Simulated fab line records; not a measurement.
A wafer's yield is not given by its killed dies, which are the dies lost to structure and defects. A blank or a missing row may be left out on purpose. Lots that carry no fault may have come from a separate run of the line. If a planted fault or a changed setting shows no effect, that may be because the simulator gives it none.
Problem report in the 8D (eight disciplines) form, filled by code	flow sky130	the parts of the form that need people (team, actions taken, sign-off) are left out

1. THE PROBLEM
Mean of heater_power_total_W at SKY_LDD_P_SOFTBAKE_03: 53.99 W across 6 wafers in 2 lots; on wafers with no fault it is 56.60 W (standard deviation 0.043). That is -61 standard deviations from the usual mean.
The step: time 60 s.
First observed at day 25 00:20: wafer L531.1, on litho_track-01. The record holds 18 wafers of 6 lots with a number at this step. The rule behind "out" and "out of limits": a value lying over 4 standard deviations away from the usual mean. Any other wafer with a number is counted as sound.

2. WHAT IT IS; WHAT IT IS NOT
question	is	is not
which readings at this step	heater_power_total_W, plate_temp_C	-
which lots	L531, L535	L521, L523, L538, L541
which wafers of those lots	all that have a number	-
read on which tools	litho_track-01	litho_track-02, litho_track-03
when	from day 25 00:20	up to then (6 sound wafers); but 6 sound wafers of L538, L541 came after

3. WHAT RULES OUT EACH SUSPECT
Counting: a tool stays on the suspect list if, at a process step up to the reading, it processed all lots that are out and no sound lot following the first of them.
- plasma_asher-04 at SKY_LDD_N_STRIP_16 (strips in O2/N2): kept. It ran every lot that is out, first L531 (day 24 09:04), and no sound lot after that.
- litho_track-01 at SKY_LDD_P_SOFTBAKE_03 (time 60 s): kept. It ran every lot that is out, first L531 (day 25 00:20), and no sound lot after that. Out on those wafers are its own readings of heater_power_total_W, plate_temp_C.
What counting leaves: plasma_asher-04 at SKY_LDD_N_STRIP_16 and litho_track-01 at SKY_LDD_P_SOFTBAKE_03.

4. THE CAUSE (what the simulator had put in)
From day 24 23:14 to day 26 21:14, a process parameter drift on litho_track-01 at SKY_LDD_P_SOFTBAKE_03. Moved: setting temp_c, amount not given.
2 suspects survive the count, and this tool is in that group.

5. SEQUENCE OF EFFECTS, ordered by route
Each row: a reading where the mean over the struck wafers with a number is more than 3 standard deviations away from the usual. Only readings whose record carries a usual standard deviation are examined. hours: median over the lots of the time between each lot's start at the first step of this table that gives one and its start at this step. sigmas: the change, counted in usual standard deviations.
hours	step	reading	usual	on struck wafers	change	sigmas
0	SKY_LDD_P_SOFTBAKE_03	heater_power_total_W	56.60 W	53.99	-2.61	-61
0	SKY_LDD_P_SOFTBAKE_03	plate_temp_C	90.00 C	87.03	-2.97	-23
It contains these process steps:
- SKY_LDD_P_SOFTBAKE_03: time 60 s.
At these later measuring or inspecting steps, every struck wafer for which the step has a row has a number for every such reading, and none has moved that far: SKY_LDD_P_CD_MEAS_07.

6. WHAT WOULD HAVE CAUGHT IT SOONER
In this record the first reading out of limits was taken at day 25 00:20, 1 hour after the fault began at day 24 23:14.
